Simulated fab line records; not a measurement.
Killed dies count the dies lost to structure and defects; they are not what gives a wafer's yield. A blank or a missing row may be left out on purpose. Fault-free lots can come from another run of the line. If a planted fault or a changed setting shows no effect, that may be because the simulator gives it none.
fab line records	flow sky130
record lots=7	wafers=21	last_day=50
route steps=708 shown VIA2@509 PAD_OPEN@708
lots with no fault: from the same line, run without faults
start_h: start of the lot's first displayed wafer, in hours after the record's first day	wait_h: hours elapsed since this lot's preceding step	" unchanged from the row above	L1.1+2: a single row standing in for several wafers	- no value present, or no start provided	* or withheld: withheld	< > ~ a bound
route shown NAME@n: NAME is a module with steps in the file, n the number in the route of the first one	usual: mean and standard deviation over wafers with no fault	same: alike in all rows	chamber/n: place in a boat	sites: the reading at each site	_std_site: their standard deviation	_edge_site: outer sites' mean less inner sites'	radius_mm: how far each site lies from the wafer's centre	mask NAME#n: copy n	behind: the tool/chamber that last shaped the wafer	hold: cause of the lot's hold/its duration in hours/its outcome	device: the n, p or np transistor that did not switch	end of line: the route-end tests of the same wafers	a step given without rows: its recipe and nothing more	killed: the dies lost at the first sort to structure and to defects; this is not the yield of the wafer	map: a wafer's dies, marking killed ones x, the rest . and places with no die _
set.NAME: the setting the step ran with; set.NAME@STEP: the setting that earlier step ran with	model.NAME: the simulator's own value behind a step, which no gauge read
a table for each step, a row for each wafer; lots at some steps of the route
services: when a tool's chamber went out of use (start_h, in hours from the record's first day, below 0 if earlier), for how many hours, and the reason
## steps
# step SKY_VIA2_CMP_02
# recipe material=SiO2	down_force_psi=4	platen_rpm=60	pad_velocity_m_s=0.94248
# usual motor_current_A=11.6/0.77
lot.wafer	tool	chamber	start_h	wait_h	motor_current_A
L396.1	cmp-01	3	851.57	0.1	12.4
L396.2	"	0	"	"	10.8
L396.6	"	3	"	"	12.1
L398.1	cmp-01	0	871.17	0.2	11.0
L398.5	"	1	"	"	10.9
L398.6	"	2	"	"	12.2
L404.1	cmp-02	2	912.21	0.1	11.6
L404.4	"	3	"	"	11.1
L404.2	"	0	"	"	10.2
L405.2	cmp-01	2	917.07	0.1	13.0
L405.3	"	0	"	"	10.6
L405.5	"	1	"	"	10.9
L406.1	cmp-02	3	928.40	0.2	10.7
L406.4	"	2	"	"	11.5
L406.6	"	3	"	"	11.4
L407.3	cmp-01	0	932.56	0.0	10.5
L407.1	"	3	"	"	11.9
L407.5	"	0	"	"	10.9
L414.2	cmp-02	3	978.61	0.1	10.9
L414.5	"	2	"	"	11.7
L414.6	"	3	"	"	11.2
# step SKY_VIA2_BOW_MEAS_03
# recipe mode=bow
# usual VIA2_BOW=84/7.1
lot.wafer	tool	chamber	start_h	wait_h	VIA2_BOW[um]
L396.1	film_metro-03	-	851.82	0.2	82
L396.2	"	-	"	"	85
L396.6	"	-	"	"	86
L398.1	film_metro-04	-	871.32	0.1	92
L398.5	"	-	"	"	75
L398.6	"	-	"	"	70
L404.1	film_metro-03	-	912.46	0.2	87
L404.2	"	-	"	"	87
L404.4	"	-	"	"	81
L405.2	film_metro-04	-	917.35	0.2	94
L405.3	"	-	"	"	80
L405.5	"	-	"	"	85
L406.1	film_metro-02	-	928.70	0.2	83
L406.4	"	-	"	"	82
L406.6	"	-	"	"	75
L407.1	film_metro-02	-	932.86	0.1	89
L407.3	"	-	"	"	84
L407.5	"	-	"	"	78
L414.2	film_metro-02	-	978.88	0.2	100
L414.5	"	-	"	"	69
L414.6	"	-	"	"	91
# step SKY_VIA2_DEHYDRATE_04
# recipe temp_c=200	time_s=60
# step SKY_VIA2_HMDS_05
# recipe prime_time_s=60	prime_temp_c=120
# step SKY_VIA2_COAT_06
# recipe resist=BARC	temp_c=withheld	time_s=withheld	spin_rpm=3000	resist_thk_nm=60
# step SKY_VIA2_COAT_07
# recipe resist=KrF-thick	spin_rpm=3000	resist_thk_nm=450
# step SKY_VIA2_SOFTBAKE_08
# recipe temp_c=100	time_s=90	resist=KrF-thick
# step SKY_VIA2_EXPOSE_09
# recipe mask_id=VIM2	na=0.8	source_shape=annular	sigma_inner=0.55	sigma_outer=0.85	target_cd_nm=200	dose_mj=38
# step SKY_VIA2_PEB_10
# recipe peb_temp_c=withheld	peb_time_s=withheld	resist=KrF-thick
# step SKY_VIA2_DEVELOP_11
# recipe develop_time_s=60	resist=KrF-thick	dev_temp_c=21
# step SKY_VIA2_CD_MEAS_12
# recipe target_cd_nm=200
# usual cd_nm=199.7/1.4
lot.wafer	tool	chamber	start_h	wait_h	cd_nm
L396.1	cd_sem-02	-	878.22	-	201.5
L396.2	"	-	"	"	201.0
L396.6	"	-	"	"	201.5
L398.1	cd_sem-02	-	897.03	-	200.7
L398.5	"	-	"	"	198.8
L398.6	"	-	"	"	199.1
L404.1	cd_sem-01	-	937.58	-	198.5
L404.2	"	-	"	"	201.0
L404.4	"	-	"	"	200.2
L405.2	cd_sem-02	-	941.46	-	199.9
L405.3	"	-	"	"	198.3
L405.5	"	-	"	"	198.1
L406.1	cd_sem-02	-	953.53	-	199.2
L406.4	"	-	"	"	199.4
L406.6	"	-	"	"	198.6
L407.1	cd_sem-02	-	957.44	-	199.0
L407.3	"	-	"	"	199.0
L407.5	"	-	"	"	197.2
L414.2	cd_sem-01	-	1003.01	-	199.0
L414.5	"	-	"	"	199.2
L414.6	"	-	"	"	198.1
# step SKY_VIA2_OVL_MEAS_13
# usual VIA2_OVL=-2/6.1
lot.wafer	tool	chamber	start_h	wait_h	VIA2_OVL[nm]
L396.1	overlay-01	-	878.34	0.1	-7
L396.2	"	-	"	"	0
L396.6	"	-	"	"	-1
L398.1	overlay-02	-	897.15	0.1	5
L398.5	"	-	"	"	1
L398.6	"	-	"	"	-2
L404.1	overlay-02	-	937.70	0.1	-1
L404.2	"	-	"	"	-2
L404.4	"	-	"	"	-8
L405.2	overlay-01	-	941.56	0.1	1
L405.3	"	-	"	"	-6
L405.5	"	-	"	"	-5
L406.1	overlay-02	-	953.65	0.1	3
L406.4	"	-	"	"	-1
L406.6	"	-	"	"	-6
L407.1	overlay-01	-	957.56	0.1	-9
L407.3	"	-	"	"	-1
L407.5	"	-	"	"	-10
L414.2	overlay-02	-	1003.11	0.1	-9
L414.5	"	-	"	"	-4
L414.6	"	-	"	"	1
# step SKY_VIA2_ETCH_14
# recipe chemistry=N2/H2	target=BARC	ion_energy_ev=200	source_w=500	bias_w=100	pressure_mtorr=30	n2_flow_sccm=100	h2_flow_sccm=200	stop_on=SiO2	time_s=45.9	target_depth_a=600
# usual bias_w=99.99/0.29	chamber_pressure_mTorr=30.001/0.026	drypump_motor_current_A=5.9/0.32	oes_product_au=0.855/0.0048	throttle_valve_pct=13.225/0.0089
lot.wafer	tool	chamber	start_h	wait_h	bias_w	chamber_pressure_mTorr	drypump_motor_current_A	oes_product_au	rf_hours_counter_h	throttle_valve_pct
L396.1	rie_diel-04	3	878.38	0.0	100.13	29.985	5.9	0.857	10	13.216
L396.2	"	0	"	"	100.74	29.986	5.7	0.857	1	13.235
L396.6	"	0	"	"	99.65	30.040	5.7	0.850	-	13.230
L398.1	rie_diel-01	3	897.19	0.0	100.02	30.035	6.5	0.847	3	13.216
L398.5	"	3	"	"	99.95	29.993	6.5	0.863	-	13.227
L398.6	"	0	"	"	99.38	29.996	5.7	0.854	-	13.207
L404.1	rie_diel-01	2	937.74	0.0	107.29	30.030	6.0	0.846	6	13.227
L404.2	"	0	"	"	107.15	30.014	5.7	0.849	1	13.220
L404.4	"	1	"	"	107.42	30.020	5.4	0.862	9	13.233
L405.2	rie_diel-02	1	941.59	0.0	99.89	30.066	6.3	0.854	11	13.233
L405.3	"	3	"	"	99.87	30.017	5.9	0.859	17	13.223
L405.5	"	2	"	"	100.35	29.950	6.0	0.846	-	13.225
L406.1	rie_diel-01	2	953.68	0.0	107.63	29.980	6.0	0.856	7	13.220
L406.4	"	3	"	"	107.76	30.043	6.4	0.862	4	13.231
L406.6	"	3	"	"	107.35	30.013	6.4	0.854	-	13.228
L407.1	rie_diel-01	0	957.59	0.0	107.08	30.001	5.7	0.854	2	13.235
L407.3	"	2	"	"	107.64	30.012	6.0	0.858	7	13.221
L407.5	"	0	"	"	107.42	30.019	5.7	0.851	-	13.211
L414.2	rie_diel-02	1	1003.14	0.0	99.91	29.976	6.3	0.847	13	13.222
L414.5	"	2	"	"	100.06	30.024	6.0	0.856	-	13.214
L414.6	"	3	"	"	99.92	30.025	5.9	0.857	-	13.230
# step SKY_VIA2_ETCH_15
# recipe target=SiO2	chemistry=C4F8/O2/Ar	target_depth_nm=546	stop_on=TiN	mask_material=KrF-thick	source_w=1500	bias_w=1200	pressure_mtorr=40	c4f8_flow_sccm=withheld	O2_flow_sccm=6	Ar_flow_sccm=300	time_s=84
# usual bias_w=1200/3.4	chamber_pressure_mTorr=40.00/0.035	oes_product_au=0.940/0.0048
lot.wafer	tool	chamber	start_h	wait_h	bias_w	chamber_pressure_mTorr	oes_product_au	rf_hours_counter_h
L396.1	rie_diel-04	3	878.42	0.0	1203	40.05	0.934	10
L396.2	"	0	"	"	1198	39.95	0.932	1
L396.6	"	0	"	"	1203	40.01	0.937	-
L398.1	rie_diel-01	3	897.23	0.0	1196	39.96	0.942	3
L398.5	"	3	"	"	1196	39.96	0.936	-
L398.6	"	0	"	"	1199	40.00	0.945	-
L404.1	rie_diel-01	2	937.78	0.0	1199	39.94	0.937	6
L404.2	"	0	"	"	1209	40.03	0.945	1
L404.4	"	1	"	"	1194	39.91	0.936	9
L405.2	rie_diel-02	1	941.64	0.0	1209	39.97	0.940	11
L405.3	"	3	"	"	1203	39.98	0.942	17
L405.5	"	2	"	"	1203	40.11	0.940	-
L406.1	rie_diel-01	2	953.73	0.0	1202	39.98	0.941	7
L406.4	"	3	"	"	1201	39.98	0.939	4
L406.6	"	3	"	"	1204	39.98	0.941	-
L407.1	rie_diel-01	0	957.64	0.0	1196	39.99	0.941	2
L407.3	"	2	"	"	1204	40.04	0.948	7
L407.5	"	0	"	"	1196	40.02	0.948	-
L414.2	rie_diel-02	1	1003.19	0.0	1204	39.95	0.943	13
L414.5	"	2	"	"	1200	39.99	0.939	-
L414.6	"	3	"	"	1202	39.98	0.945	-
# step SKY_PAD_OPEN_PROBE_99
# usual defect_limited_yield=82.6/1.9	killed_at_M0_to_M3=43/7	killed_at_M4_up=3.1/2	killed_at_contacts=24/5.3	killed_at_front_end=15/4.2	killed_at_other=0.4/0.66	killed_dies=86/9.5	killed_open=47/7.4	killed_short=38/6.2	sort_bin_3_pad_short=0.9/0.44	sort_bin_5_function=10.2/1.4	sort_bin_6_memory=6.4/1.1	sort_n_pass=406/9.5	sort_yield_pct=82.6/1.9
# same gross_dies=492	killed_at_back_side=0	sort_bin_4_leakage[%]=0	sort_bin_8_speed[%]=0
lot.wafer	tool	chamber	start_h	wait_h	defect_limited_yield[%]	killed_at_M0_to_M3	killed_at_M4_up	killed_at_contacts	killed_at_front_end	killed_at_other	killed_dies	killed_open	killed_short	sort_bin_3_pad_short[%]	sort_bin_5_function[%]	sort_bin_6_memory[%]	sort_n_pass	sort_yield_pct[%]
L396.1	prober-02	-	1101.70	0.1	83.5	39	4	23	15	0	81	36	44	1.0	9.3	6.1	411	83.5
L396.2	prober-02	-	1101.75	0.1	82.7	38	2	24	21	0	85	52	33	0.6	11.0	5.7	407	82.7
L396.6	prober-02	-	1101.95	0.2	84.6	33	2	20	20	1	76	42	34	0.8	10.2	4.5	416	84.6
L398.1	prober-02	-	1115.89	0.1	78.3	58	4	28	17	0	107	53	54	1.2	11.4	9.1	385	78.3
L398.5	prober-02	-	1116.09	0.2	84.1	42	9	19	7	1	78	38	40	0.8	9.8	5.3	414	84.1
L398.6	prober-02	-	1116.14	0.2	79.7	62	5	20	13	0	100	57	43	0.4	13.6	6.3	392	79.7
L404.1	prober-02	-	1147.09	0.1	80.9	49	3	25	17	0	94	51	43	1.2	11.0	6.9	398	80.9
L404.2	prober-02	-	1147.14	0.1	80.5	47	1	27	21	0	96	57	39	0.8	12.0	6.7	396	80.5
L404.4	prober-02	-	1147.24	0.2	78.7	56	4	21	24	0	105	55	50	0.4	12.8	8.1	387	78.7
L405.2	prober-01	-	1150.12	0.1	81.9	41	3	25	19	1	89	32	57	0.8	10.8	6.5	403	81.9
L405.3	prober-01	-	1150.17	0.2	83.1	35	2	32	14	0	83	51	32	0.8	10.0	6.1	409	83.1
L405.5	prober-01	-	1150.27	0.2	81.3	48	4	28	12	0	92	52	40	0.8	10.4	7.5	400	81.3
L406.1	prober-02	-	1159.22	0.1	80.7	42	6	24	21	2	95	52	43	1.2	12.2	5.9	397	80.7
L406.4	prober-02	-	1159.37	0.2	80.5	56	8	18	14	0	96	52	44	1.0	11.4	7.1	396	80.5
L406.6	prober-02	-	1159.47	0.2	79.9	50	7	25	17	0	99	48	51	1.6	11.4	7.1	393	79.9
L407.1	prober-01	-	1160.64	0.1	83.3	47	2	26	7	0	82	41	41	0.8	7.7	8.1	410	83.3
L407.3	prober-01	-	1160.74	0.2	83.9	46	4	16	13	0	79	38	41	1.0	8.9	6.1	413	83.9
L407.5	prober-01	-	1160.84	0.2	84.8	30	3	24	18	0	75	42	33	0.2	8.7	6.3	417	84.8
L414.2	prober-02	-	1193.57	0.1	86.4	35	2	21	9	0	67	34	33	0.8	7.5	5.3	425	86.4
L414.5	prober-02	-	1193.72	0.2	81.7	44	1	26	19	0	90	55	35	1.4	10.0	6.9	402	81.7
L414.6	prober-02	-	1193.77	0.2	81.7	43	6	24	17	0	90	62	28	0.6	11.8	5.9	402	81.7
# killed by level:class
L396.1 CONTACT:geometric_particle:open=7 VIA1:geometric_particle:open=7 VIA3:geometric_particle:open=6 LI_CONTACT:geometric_particle:open=5 POLY_GATE:geometric_particle:short=5 LOCAL_INTERCONNECT:geometric_particle:short=5 VIA2:geometric_particle:open=5 VIA3:geometric_particle:short=5
L396.2 VIA1:geometric_particle:open=14 CONTACT:geometric_particle:open=9 LI_CONTACT:geometric_particle:open=7 METAL2:geometric_particle:short=7 VIA1:geometric_particle:short=6 POLY_GATE:geometric_particle:open=5 VIA3:geometric_particle:open=5 FIELD_ISO:geometric_particle:short=4
L396.6 VIA1:geometric_particle:open=14 POLY_GATE:geometric_particle:open=7 CONTACT:geometric_particle:open=7 CONTACT:geometric_particle:short=6 FIELD_ISO:geometric_particle:short=5 METAL2:geometric_particle:short=4 POLY_GATE:geometric_particle:short=4 LI_CONTACT:geometric_particle:open=4
L398.1 METAL1:geometric_particle:short=11 CONTACT:geometric_particle:open=9 VIA2:geometric_particle:open=9 VIA1:geometric_particle:open=8 VIA1:geometric_particle:short=7 LOCAL_INTERCONNECT:geometric_particle:short=6 LI_CONTACT:geometric_particle:open=6 FIELD_ISO:geometric_particle:open=5
L398.5 VIA2:geometric_particle:open=9 VIA1:geometric_particle:open=8 METAL4:geometric_particle:short=7 METAL2:geometric_particle:short=6 VIA3:geometric_particle:open=5 LI_CONTACT:geometric_particle:short=5 LI_CONTACT:geometric_particle:open=5 VIA1:geometric_particle:short=5
L398.6 VIA3:geometric_particle:open=13 VIA1:geometric_particle:open=10 VIA2:geometric_particle:open=9 CONTACT:geometric_particle:open=9 FIELD_ISO:geometric_particle:open=7 METAL2:geometric_particle:short=7 METAL1:geometric_particle:short=6 VIA1:geometric_particle:short=6
L404.1 CONTACT:geometric_particle:open=12 VIA1:geometric_particle:open=9 VIA3:geometric_particle:open=9 CONTACT:geometric_particle:short=8 POLY_GATE:geometric_particle:open=7 VIA2:geometric_particle:open=6 METAL2:geometric_particle:short=5 METAL1:geometric_particle:short=4
L404.2 VIA1:geometric_particle:open=12 CONTACT:geometric_particle:open=10 LI_CONTACT:geometric_particle:open=7 VIA3:geometric_particle:open=7 METAL2:geometric_particle:short=6 POLY_GATE:geometric_particle:short=5 POLY_GATE:geometric_particle:open=5 CONTACT:geometric_particle:short=5
L404.4 VIA1:geometric_particle:open=13 METAL1:geometric_particle:short=11 CONTACT:geometric_particle:open=11 POLY_GATE:geometric_particle:short=8 VIA2:geometric_particle:open=7 FIELD_ISO:geometric_particle:open=5 POLY_GATE:geometric_particle:open=5 METAL2:geometric_particle:short=5
L405.2 CONTACT:geometric_particle:short=10 FIELD_ISO:geometric_particle:short=9 VIA1:geometric_particle:open=9 METAL1:geometric_particle:short=8 FIELD_ISO:geometric_particle:open=7 VIA3:geometric_particle:short=5 LI_CONTACT:geometric_particle:short=4 LOCAL_INTERCONNECT:geometric_particle:short=4
L405.3 VIA1:geometric_particle:open=12 CONTACT:geometric_particle:open=12 LI_CONTACT:geometric_particle:open=7 VIA3:geometric_particle:open=6 FIELD_ISO:geometric_particle:short=5 METAL1:geometric_particle:short=5 POLY_GATE:geometric_particle:open=4 LI_CONTACT:geometric_particle:short=4
L405.5 LI_CONTACT:geometric_particle:open=10 VIA3:geometric_particle:open=10 VIA2:geometric_particle:open=9 VIA1:geometric_particle:short=8 CONTACT:geometric_particle:open=8 VIA1:geometric_particle:open=6 CONTACT:geometric_particle:short=5 METAL2:geometric_particle:short=5
L406.1 VIA1:geometric_particle:open=11 CONTACT:geometric_particle:open=9 METAL1:geometric_particle:short=9 FIELD_ISO:geometric_particle:open=6 FIELD_ISO:geometric_particle:short=6 VIA2:geometric_particle:open=6 VIA3:geometric_particle:open=6 CONTACT:geometric_particle:short=5
L406.4 VIA1:geometric_particle:open=12 VIA3:geometric_particle:open=11 VIA1:geometric_particle:short=8 CONTACT:geometric_particle:open=6 VIA2:geometric_particle:open=6 METAL4:geometric_particle:short=6 METAL2:geometric_particle:short=5 FIELD_ISO:geometric_particle:open=4
L406.6 VIA1:geometric_particle:open=8 LI_CONTACT:geometric_particle:open=7 CONTACT:geometric_particle:open=6 METAL1:geometric_particle:short=6 METAL2:geometric_particle:short=6 VIA2:geometric_particle:open=6 POLY_GATE:geometric_particle:open=5 LOCAL_INTERCONNECT:geometric_particle:short=5
L407.1 LI_CONTACT:geometric_particle:open=10 VIA1:geometric_particle:open=10 VIA1:geometric_particle:short=8 VIA3:geometric_particle:open=8 CONTACT:geometric_particle:open=6 CONTACT:geometric_particle:short=6 VIA3:geometric_particle:short=5 METAL2:geometric_particle:short=5
L407.3 VIA1:geometric_particle:short=8 VIA2:geometric_particle:open=7 VIA3:geometric_particle:open=6 CONTACT:geometric_particle:open=6 LI_CONTACT:geometric_particle:open=5 METAL1:geometric_particle:short=5 VIA3:geometric_particle:short=5 FIELD_ISO:geometric_particle:short=4
L407.5 CONTACT:geometric_particle:open=11 VIA2:geometric_particle:open=8 FIELD_ISO:geometric_particle:short=7 LI_CONTACT:geometric_particle:open=5 VIA1:geometric_particle:open=5 LOCAL_INTERCONNECT:geometric_particle:short=4 VIA3:geometric_particle:open=4 SPACER:geometric_particle:short=3
L414.2 VIA1:geometric_particle:open=10 LI_CONTACT:geometric_particle:open=6 METAL2:geometric_particle:short=6 VIA3:geometric_particle:open=6 LOCAL_INTERCONNECT:geometric_particle:short=5 CONTACT:geometric_particle:open=5 FIELD_ISO:geometric_particle:short=4 CONTACT:geometric_particle:short=4
L414.5 CONTACT:geometric_particle:open=11 VIA3:geometric_particle:open=10 LI_CONTACT:geometric_particle:open=8 VIA2:geometric_particle:open=7 FIELD_ISO:geometric_particle:open=6 LI_CONTACT:geometric_particle:short=5 METAL2:geometric_particle:short=5 VIA1:geometric_particle:open=4
L414.6 VIA1:geometric_particle:open=12 CONTACT:geometric_particle:open=12 LI_CONTACT:geometric_particle:open=10 METAL2:geometric_particle:short=7 FIELD_ISO:geometric_particle:open=5 VIA3:geometric_particle:open=5 VIA2:geometric_particle:open=4 FIELD_ISO:geometric_particle:short=3
## services
tool	chamber	start_h	hours	kind
cmp-01	-	838.50	3.7	repair
rie_diel-02	0	843.50	6.7	repair
cmp-02	-	848.53	23.0	pm
rie_diel-02	0	850.24	-	clean
rie_diel-01	0	866.33	-	clean
rie_diel-01	0	866.33	15.7	scheduled_down
rie_diel-01	0	866.33	15.7	vent_cycle
rie_diel-02	1	890.49	2.4	repair
cmp-01	-	899.16	3.7	pm
rie_diel-02	-	903.60	4.4	repair
cmp-01	-	912.00	4.0	pm
rie_diel-02	-	912.83	0.5	repair
cmp-02	-	922.67	2.3	repair
rie_diel-01	0	925.69	6.9	repair
rie_diel-04	3	931.92	11.7	repair
cmp-01	-	937.43	5.5	repair
cmp-01	-	954.23	0.6	repair
cmp-02	-	960.55	1.3	repair
cmp-01	-	962.35	5.1	repair
rie_diel-04	0	975.32	12.8	repair
cmp-01	-	995.16	5.8	pm
cmp-02	-	998.95	2.2	repair
cmp-01	-	1002.02	0.8	repair
cmp-01	-	1003.08	4.3	repair
## key
first_sign step=SKY_VIA2_ETCH_14	reading=bias_w	direction=up	sigmas=26	usual=99.99	struck=107.42
effect none on later readings
met_at SKY_VIA2_ETCH_14
struck_wafers L404.1,L404.2,L404.4,L406.1,L406.4,L406.6,L407.1,L407.3,L407.5
onset_between 897.19 937.74
fault kind=process_parameter_drift	tool=rie_diel-01	chamber=-	onset_h=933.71	steps=SKY_VIA2_ETCH_14	channel=bias_w	offset=7.347	shape=step	end_h=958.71	acts_in=these_recipes_only	stated=100
